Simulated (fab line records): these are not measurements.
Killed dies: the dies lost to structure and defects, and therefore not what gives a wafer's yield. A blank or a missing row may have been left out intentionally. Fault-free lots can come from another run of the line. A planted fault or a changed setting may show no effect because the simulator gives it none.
What tool caused it? || flow sfq-line || 45 wafers from 15 lots sampled at 6 of the route's 325 steps

== WHAT EACH GAUGE READ, for each wafer ==
SFQ_M0_RS_MEAS_904: measurement is done with a four-point probe.
{"lot": "L511", "measured": "day 5 08:41", "on": "film-metro-04", "M0_NB_RS (ohm/sq)": "0.882 0.871 0.884"}
{"lot": "L512", "measured": "day 5 12:17", "on": "film-metro-03", "M0_NB_RS (ohm/sq)": "0.908 0.901 0.898"}
{"lot": "L513", "measured": "day 5 18:19", "on": "film-metro-04", "M0_NB_RS (ohm/sq)": "0.883 0.893 0.890"}
{"lot": "L514", "measured": "day 6 01:30", "on": "film-metro-04", "M0_NB_RS (ohm/sq)": "0.893 0.890 0.897"}
{"lot": "L516", "measured": "day 6 12:17", "on": "film-metro-04", "M0_NB_RS (ohm/sq)": "0.896 0.908 0.902"}
{"lot": "L518", "measured": "day 6 22:28", "on": "film-metro-04", "M0_NB_RS (ohm/sq)": "0.893 0.892 0.891"}
{"lot": "L519", "measured": "day 7 05:38", "on": "film-metro-03", "M0_NB_RS (ohm/sq)": "0.886 0.898 0.883"}
{"lot": "L521", "measured": "day 7 11:52", "on": "film-metro-03", "M0_NB_RS (ohm/sq)": "0.888 0.889 0.888"}
{"lot": "L523", "measured": "day 8 00:50", "on": "film-metro-03", "M0_NB_RS (ohm/sq)": "0.874 0.882 0.889"}
{"lot": "L526", "measured": "day 8 17:38", "on": "film-metro-03", "M0_NB_RS (ohm/sq)": "0.901 0.900 0.904"}
{"lot": "L528", "measured": "day 9 00:50", "on": "film-metro-01", "M0_NB_RS (ohm/sq)": "0.887 0.897 0.891"}
{"lot": "L529", "measured": "day 9 06:50", "on": "film-metro-04", "M0_NB_RS (ohm/sq)": "0.881 0.877 0.882"}
{"lot": "L530", "measured": "day 9 12:51", "on": "film-metro-04", "M0_NB_RS (ohm/sq)": "0.868 0.881 0.875"}
{"lot": "L531", "measured": "day 9 22:33", "on": "film-metro-01", "M0_NB_RS (ohm/sq)": "0.880 0.890 0.873"}
{"lot": "L532", "measured": "day 10 04:33", "on": "film-metro-04", "M0_NB_RS (ohm/sq)": "0.885 0.885 0.886"}

SFQ_M1_RS_MEAS_909: measurement is done with a four-point probe.
{"lot": "L511", "measured": "day 10 07:01", "on": "film-metro-04", "M1_NB_RS (ohm/sq)": "0.901 0.888 0.898"}
{"lot": "L512", "measured": "day 10 13:00", "on": "film-metro-04", "M1_NB_RS (ohm/sq)": "0.874 0.882 0.886"}
{"lot": "L513", "measured": "day 10 19:02", "on": "film-metro-04", "M1_NB_RS (ohm/sq)": "0.902 0.913 0.905"}
{"lot": "L514", "measured": "day 11 03:25", "on": "film-metro-04", "M1_NB_RS (ohm/sq)": "0.896 0.884 0.896"}
{"lot": "L516", "measured": "day 11 10:37", "on": "film-metro-04", "M1_NB_RS (ohm/sq)": "0.884 0.880 0.886"}
{"lot": "L518", "measured": "day 11 22:48", "on": "film-metro-01", "M1_NB_RS (ohm/sq)": "0.883 0.899 0.903"}
{"lot": "L519", "measured": "day 12 10:37", "on": "film-metro-04", "M1_NB_RS (ohm/sq)": "0.905 0.903 0.908"}
{"lot": "L521", "measured": "day 12 19:05", "on": "film-metro-01", "M1_NB_RS (ohm/sq)": "0.893 0.882 0.900"}
{"lot": "L523", "measured": "day 13 21:48", "on": "film-metro-02", "M1_NB_RS (ohm/sq)": "0.913 0.895 0.892"}
{"lot": "L526", "measured": "day 15 02:43", "on": "film-metro-01", "M1_NB_RS (ohm/sq)": "0.889 0.892 0.897"}
{"lot": "L528", "measured": "day 15 15:43", "on": "film-metro-02", "M1_NB_RS (ohm/sq)": "0.805 0.805 0.804"}
{"lot": "L529", "measured": "day 15 21:41", "on": "film-metro-01", "M1_NB_RS (ohm/sq)": "0.885 0.879 0.879"}
{"lot": "L530", "measured": "day 16 07:19", "on": "film-metro-01", "M1_NB_RS (ohm/sq)": "0.800 0.794 0.784"}
{"lot": "L531", "measured": "day 16 12:07", "on": "film-metro-02", "M1_NB_RS (ohm/sq)": "0.900 0.912 0.912"}
{"lot": "L532", "measured": "day 16 20:32", "on": "film-metro-01", "M1_NB_RS (ohm/sq)": "0.804 0.808 0.805"}

SFQ_M5_OVL_MEAS_932.
{"lot": "L511", "measured": "day 55 20:40", "on": "overlay-02", "M5_OVL (nm)": "-6 -4 1"}
{"lot": "L512", "measured": "day 55 23:04", "on": "overlay-02", "M5_OVL (nm)": "2 1 12"}
{"lot": "L513", "measured": "day 56 02:40", "on": "overlay-01", "M5_OVL (nm)": "-6 3 -6"}
{"lot": "L514", "measured": "day 57 12:23", "on": "overlay-02", "M5_OVL (nm)": "-5 -5 -12"}
{"lot": "L516", "measured": "day 57 19:35", "on": "overlay-01", "M5_OVL (nm)": "-7 -4 2"}
{"lot": "L518", "measured": "day 58 21:59", "on": "overlay-01", "M5_OVL (nm)": "-8 -1 -7"}
{"lot": "L519", "measured": "day 59 05:11", "on": "overlay-02", "M5_OVL (nm)": "-11 -14 -6"}
{"lot": "L521", "measured": "day 60 06:44", "on": "overlay-01", "M5_OVL (nm)": "8 4 -1"}
{"lot": "L523", "measured": "day 60 11:20", "on": "overlay-02", "M5_OVL (nm)": "-4 -4 3"}
{"lot": "L526", "measured": "day 61 14:49", "on": "overlay-01", "M5_OVL (nm)": "-11 -13 -16"}
{"lot": "L528", "measured": "day 61 22:01", "on": "overlay-01", "M5_OVL (nm)": "-2 -6 -1"}
{"lot": "L529", "measured": "day 62 11:38", "on": "overlay-01", "M5_OVL (nm)": "-4 0 9"}
{"lot": "L530", "measured": "day 62 18:53", "on": "overlay-02", "M5_OVL (nm)": "-8 1 -2"}
{"lot": "L531", "measured": "day 68 23:55", "on": "overlay-02", "M5_OVL (nm)": "-3 -5 -5"}
{"lot": "L532", "measured": "day 69 07:07", "on": "overlay-01", "M5_OVL (nm)": "1 1 2"}

== WHICH TOOL RAN EACH LOT (tool, then ch and the chambers of the sampled wafers, then the start) ==
{"lot": "L511", "SFQ_TRILAYER_M1_DEP_SPUTTER_037": "pvd-sputter-03, day 10 06:55", "SFQ_TRILAYER_M1_ETCH_METAL_ETCH_042": "rie-metal-02 ch 0,1, day 11 09:35", "SFQ_TRILAYER_JJ_TRILAYER_DEP_SPUTTER_110": "pvd-sputter-04, day 43 15:37"}
{"lot": "L512", "SFQ_TRILAYER_M1_DEP_SPUTTER_037": "pvd-sputter-04, day 10 12:55", "SFQ_TRILAYER_M1_ETCH_METAL_ETCH_042": "rie-metal-04 ch 0,1, day 11 15:35", "SFQ_TRILAYER_JJ_TRILAYER_DEP_SPUTTER_110": "pvd-sputter-04, day 43 20:43"}
{"lot": "L513", "SFQ_TRILAYER_M1_DEP_SPUTTER_037": "pvd-sputter-03, day 10 18:55", "SFQ_TRILAYER_M1_ETCH_METAL_ETCH_042": "rie-metal-04 ch 0,1, day 11 20:26", "SFQ_TRILAYER_JJ_TRILAYER_DEP_SPUTTER_110": "pvd-sputter-03, day 50 08:16"}
{"lot": "L514", "SFQ_TRILAYER_M1_DEP_SPUTTER_037": "pvd-sputter-03, day 11 03:19", "SFQ_TRILAYER_M1_ETCH_METAL_ETCH_042": "rie-metal-04 ch 0,1, day 12 05:59", "SFQ_TRILAYER_JJ_TRILAYER_DEP_SPUTTER_110": "pvd-sputter-06, day 51 06:07"}
{"lot": "L516", "SFQ_TRILAYER_M1_DEP_SPUTTER_037": "pvd-sputter-04, day 11 10:32", "SFQ_TRILAYER_M1_ETCH_METAL_ETCH_042": "rie-metal-01 ch 0,1, day 12 13:11", "SFQ_TRILAYER_JJ_TRILAYER_DEP_SPUTTER_110": "pvd-sputter-03, day 51 14:31"}
{"lot": "L518", "SFQ_TRILAYER_M1_DEP_SPUTTER_037": "pvd-sputter-03, day 11 22:41", "SFQ_TRILAYER_M1_ETCH_METAL_ETCH_042": "rie-metal-02 ch 0,1, day 13 02:23", "SFQ_TRILAYER_JJ_TRILAYER_DEP_SPUTTER_110": "pvd-sputter-06, day 52 13:19"}
{"lot": "L519", "SFQ_TRILAYER_M1_DEP_SPUTTER_037": "pvd-sputter-06, day 12 10:31", "SFQ_TRILAYER_M1_ETCH_METAL_ETCH_042": "rie-metal-04 ch 0,1, day 13 10:49", "SFQ_TRILAYER_JJ_TRILAYER_DEP_SPUTTER_110": "pvd-sputter-04, day 52 20:31"}
{"lot": "L521", "SFQ_TRILAYER_M1_DEP_SPUTTER_037": "pvd-sputter-06, day 12 18:55", "SFQ_TRILAYER_M1_ETCH_METAL_ETCH_042": "rie-metal-01 ch 0,1, day 13 19:14", "SFQ_TRILAYER_JJ_TRILAYER_DEP_SPUTTER_110": "pvd-sputter-06, day 53 20:38"}
{"lot": "L523", "SFQ_TRILAYER_M1_DEP_SPUTTER_037": "pvd-sputter-06, day 13 21:42", "SFQ_TRILAYER_M1_ETCH_METAL_ETCH_042": "rie-metal-02 ch 0,1, day 14 15:48", "SFQ_TRILAYER_JJ_TRILAYER_DEP_SPUTTER_110": "pvd-sputter-06, day 54 01:26"}
{"lot": "L526", "SFQ_TRILAYER_M1_DEP_SPUTTER_037": "pvd-sputter-03, day 15 02:38", "SFQ_TRILAYER_M1_ETCH_METAL_ETCH_042": "rie-metal-04 ch 0,1, day 15 17:00", "SFQ_TRILAYER_JJ_TRILAYER_DEP_SPUTTER_110": "pvd-sputter-06, day 55 02:24"}
{"lot": "L528", "SFQ_TRILAYER_M1_DEP_SPUTTER_037": "pvd-sputter-03, day 15 15:37", "SFQ_TRILAYER_M1_ETCH_METAL_ETCH_042": "rie-metal-02 ch 0, day 16 08:54", "SFQ_TRILAYER_JJ_TRILAYER_DEP_SPUTTER_110": "pvd-sputter-04, day 55 07:13"}
{"lot": "L529", "SFQ_TRILAYER_M1_DEP_SPUTTER_037": "pvd-sputter-04, day 15 21:36", "SFQ_TRILAYER_M1_ETCH_METAL_ETCH_042": "rie-metal-01 ch 0,1, day 16 16:06", "SFQ_TRILAYER_JJ_TRILAYER_DEP_SPUTTER_110": "pvd-sputter-06, day 55 14:24"}
{"lot": "L530", "SFQ_TRILAYER_M1_DEP_SPUTTER_037": "pvd-sputter-03, day 16 07:12", "SFQ_TRILAYER_M1_ETCH_METAL_ETCH_042": "rie-metal-02 ch 0,1, day 17 04:24", "SFQ_TRILAYER_JJ_TRILAYER_DEP_SPUTTER_110": "pvd-sputter-03, day 55 22:55"}
{"lot": "L531", "SFQ_TRILAYER_M1_DEP_SPUTTER_037": "pvd-sputter-06, day 16 12:00", "SFQ_TRILAYER_M1_ETCH_METAL_ETCH_042": "rie-metal-02 ch 0, day 17 06:36", "SFQ_TRILAYER_JJ_TRILAYER_DEP_SPUTTER_110": "pvd-sputter-06, day 56 17:03"}
{"lot": "L532", "SFQ_TRILAYER_M1_DEP_SPUTTER_037": "pvd-sputter-03, day 16 20:25", "SFQ_TRILAYER_M1_ETCH_METAL_ETCH_042": "rie-metal-04 ch 0,1, day 17 15:00", "SFQ_TRILAYER_JJ_TRILAYER_DEP_SPUTTER_110": "pvd-sputter-03, day 57 05:13"}
- SFQ_TRILAYER_M1_DEP_SPUTTER_037: material Nb, target thk 200 nm, time 133.3 s.
- SFQ_TRILAYER_M1_ETCH_METAL_ETCH_042: etches Nb in Cl2/Ar, stops on SiO2, target depth 240 nm, time 120 s.
- SFQ_TRILAYER_JJ_TRILAYER_DEP_SPUTTER_110: material Al, target thk 8 nm, time 10 s.

== WHAT THE TOOLS THEMSELVES READ (means of the sampled wafers that have a number; where no wafer has one, the mark that the record gives instead) ==
SFQ_TRILAYER_M1_DEP_SPUTTER_037.
{"lot": "L511", "tool": "pvd-sputter-03", "cathode-dc-power-W (W)": 2000.0, "throttle-valve-pct (%)": 29.2}
{"lot": "L512", "tool": "pvd-sputter-04", "cathode-dc-power-W (W)": 2000.1, "throttle-valve-pct (%)": 29.4}
{"lot": "L513", "tool": "pvd-sputter-03", "cathode-dc-power-W (W)": 1999.9, "throttle-valve-pct (%)": 29.9}
{"lot": "L514", "tool": "pvd-sputter-03", "cathode-dc-power-W (W)": 2000.0, "throttle-valve-pct (%)": 29.4}
{"lot": "L516", "tool": "pvd-sputter-04", "cathode-dc-power-W (W)": 2000.0, "throttle-valve-pct (%)": 28.1}
{"lot": "L518", "tool": "pvd-sputter-03", "cathode-dc-power-W (W)": 2000.1, "throttle-valve-pct (%)": 29.2}
{"lot": "L519", "tool": "pvd-sputter-06", "cathode-dc-power-W (W)": 2000.0, "throttle-valve-pct (%)": 29.4}
{"lot": "L521", "tool": "pvd-sputter-06", "cathode-dc-power-W (W)": 1999.8, "throttle-valve-pct (%)": 29.0}
{"lot": "L523", "tool": "pvd-sputter-06", "cathode-dc-power-W (W)": 2000.0, "throttle-valve-pct (%)": 29.4}
{"lot": "L526", "tool": "pvd-sputter-03", "cathode-dc-power-W (W)": 2000.1, "throttle-valve-pct (%)": 29.1}
{"lot": "L528", "tool": "pvd-sputter-03", "cathode-dc-power-W (W)": 2231.2, "throttle-valve-pct (%)": 29.4}
{"lot": "L529", "tool": "pvd-sputter-04", "cathode-dc-power-W (W)": 2000.1, "throttle-valve-pct (%)": 29.1}
{"lot": "L530", "tool": "pvd-sputter-03", "cathode-dc-power-W (W)": 2231.0, "throttle-valve-pct (%)": 29.5}
{"lot": "L531", "tool": "pvd-sputter-06", "cathode-dc-power-W (W)": 2000.3, "throttle-valve-pct (%)": 29.2}
{"lot": "L532", "tool": "pvd-sputter-03", "cathode-dc-power-W (W)": 2230.6, "throttle-valve-pct (%)": 29.1}

SFQ_TRILAYER_M1_ETCH_METAL_ETCH_042.
{"lot": "L511", "tool": "rie-metal-02", "bias-w (W)": 79.89, "drypump-motor-current-A (A)": 5.1, "oes-product-au (a.u.)": 0.889}
{"lot": "L512", "tool": "rie-metal-04", "bias-w (W)": 80.04, "drypump-motor-current-A (A)": 5.8, "oes-product-au (a.u.)": 0.897}
{"lot": "L513", "tool": "rie-metal-04", "bias-w (W)": 79.91, "drypump-motor-current-A (A)": 5.8, "oes-product-au (a.u.)": 0.885}
{"lot": "L514", "tool": "rie-metal-04", "bias-w (W)": 80.04, "drypump-motor-current-A (A)": 5.8, "oes-product-au (a.u.)": 0.891}
{"lot": "L516", "tool": "rie-metal-01", "bias-w (W)": 79.93, "drypump-motor-current-A (A)": 5.3, "oes-product-au (a.u.)": 0.900}
{"lot": "L518", "tool": "rie-metal-02", "bias-w (W)": 79.96, "drypump-motor-current-A (A)": 5.5, "oes-product-au (a.u.)": 0.893}
{"lot": "L519", "tool": "rie-metal-04", "bias-w (W)": 79.91, "drypump-motor-current-A (A)": 5.4, "oes-product-au (a.u.)": 0.889}
{"lot": "L521", "tool": "rie-metal-01", "bias-w (W)": 80.03, "drypump-motor-current-A (A)": 5.3, "oes-product-au (a.u.)": 0.894}
{"lot": "L523", "tool": "rie-metal-02", "bias-w (W)": 80.18, "drypump-motor-current-A (A)": 5.1, "oes-product-au (a.u.)": 0.884}
{"lot": "L526", "tool": "rie-metal-04", "bias-w (W)": 80.22, "drypump-motor-current-A (A)": 5.4, "oes-product-au (a.u.)": 0.890}
{"lot": "L528", "tool": "rie-metal-02", "bias-w (W)": 80.18, "drypump-motor-current-A (A)": 5.8, "oes-product-au (a.u.)": 0.947}
{"lot": "L529", "tool": "rie-metal-01", "bias-w (W)": 80.14, "drypump-motor-current-A (A)": 5.5, "oes-product-au (a.u.)": 0.895}
{"lot": "L530", "tool": "rie-metal-02", "bias-w (W)": 79.95, "drypump-motor-current-A (A)": 5.5, "oes-product-au (a.u.)": 0.951}
{"lot": "L531", "tool": "rie-metal-02", "bias-w (W)": 79.60, "drypump-motor-current-A (A)": 5.8, "oes-product-au (a.u.)": 0.884}
{"lot": "L532", "tool": "rie-metal-04", "bias-w (W)": 80.03, "drypump-motor-current-A (A)": 5.4, "oes-product-au (a.u.)": 0.948}

SFQ_TRILAYER_JJ_TRILAYER_DEP_SPUTTER_110.
{"lot": "L511", "tool": "pvd-sputter-04", "cathode-dc-power-W (W)": 500.06, "throttle-valve-pct (%)": 29.0}
{"lot": "L512", "tool": "pvd-sputter-04", "cathode-dc-power-W (W)": 499.98, "throttle-valve-pct (%)": 29.0}
{"lot": "L513", "tool": "pvd-sputter-03", "cathode-dc-power-W (W)": 500.04, "throttle-valve-pct (%)": 29.4}
{"lot": "L514", "tool": "pvd-sputter-06", "cathode-dc-power-W (W)": 499.98, "throttle-valve-pct (%)": 29.9}
{"lot": "L516", "tool": "pvd-sputter-03", "cathode-dc-power-W (W)": 499.94, "throttle-valve-pct (%)": 29.6}
{"lot": "L518", "tool": "pvd-sputter-06", "cathode-dc-power-W (W)": 499.96, "throttle-valve-pct (%)": 29.6}
{"lot": "L519", "tool": "pvd-sputter-04", "cathode-dc-power-W (W)": 499.99, "throttle-valve-pct (%)": 29.1}
{"lot": "L521", "tool": "pvd-sputter-06", "cathode-dc-power-W (W)": 500.07, "throttle-valve-pct (%)": 29.2}
{"lot": "L523", "tool": "pvd-sputter-06", "cathode-dc-power-W (W)": 500.04, "throttle-valve-pct (%)": 29.3}
{"lot": "L526", "tool": "pvd-sputter-06", "cathode-dc-power-W (W)": 499.92, "throttle-valve-pct (%)": 29.3}
{"lot": "L528", "tool": "pvd-sputter-04", "cathode-dc-power-W (W)": 500.01, "throttle-valve-pct (%)": 28.7}
{"lot": "L529", "tool": "pvd-sputter-06", "cathode-dc-power-W (W)": 500.05, "throttle-valve-pct (%)": 29.5}
{"lot": "L530", "tool": "pvd-sputter-03", "cathode-dc-power-W (W)": 500.02, "throttle-valve-pct (%)": 29.5}
{"lot": "L531", "tool": "pvd-sputter-06", "cathode-dc-power-W (W)": 500.12, "throttle-valve-pct (%)": 29.6}
{"lot": "L532", "tool": "pvd-sputter-03", "cathode-dc-power-W (W)": 499.99, "throttle-valve-pct (%)": 29.0}

== THE ANSWER, worked out from the rows above alone ==
Rule: the usual values come from the lots themselves. Put in order of their means at a reading, lots are off if they are a third of the lots or fewer, leave a main group of 4 or more, and stand apart from it by a gap of 3 or more times the standard deviation of the main group's means; of several such gaps the widest counts. If all means in a main group match to the digits the tables above print for the reading, that group is not used. Also off: a lot with no number at a reading for which 4 or more lots have one. Where the step has rows for the other lots, those lots are counted as sound. Order of review: gauges by route order, followed by the tools' own readings, for which a lot's mean as printed above is used. At the first step where some lot is off, the reading lying furthest off is the one used; lots without a number count as furthest.
Off: at SFQ_M1_RS_MEAS_909 (M1_NB_RS), L528, L530, L532. The main group: mean 0.894 ohm/sq, standard deviation 0.0091.
A tool fits if, at a process step before that reading, it ran every lot that is off, and no sound lot after the first of them. The gauges at SFQ_M1_RS_MEAS_909 aren't tried: what is off there is off at SFQ_TRILAYER_M1_DEP_SPUTTER_037 too, on other tools, and a gauge's error can't cause that. One candidate fits, namely pvd-sputter-03 at SFQ_TRILAYER_M1_DEP_SPUTTER_037. Its last sound lot is L526 (day 15 02:38), its first lot that is off L528 (day 15 15:37): a fault that began between those two fits.
On the lots that are off, the tool's own readings at SFQ_TRILAYER_M1_DEP_SPUTTER_037 differ by more than 5 times the standard deviation of the sound lots' means, which bears it out; cathode-dc-power-W reads 2230.9 W there versus 2000.0 W on the sound lots.

== WHAT WAS PUT IN BY THE SIMULATOR ==
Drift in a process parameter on pvd-sputter-03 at SFQ_TRILAYER_M1_DEP_SPUTTER_037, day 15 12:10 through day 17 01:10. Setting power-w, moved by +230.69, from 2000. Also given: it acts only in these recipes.
Lots struck among those shown: L528, L530, L532. The same result came from the rule above.
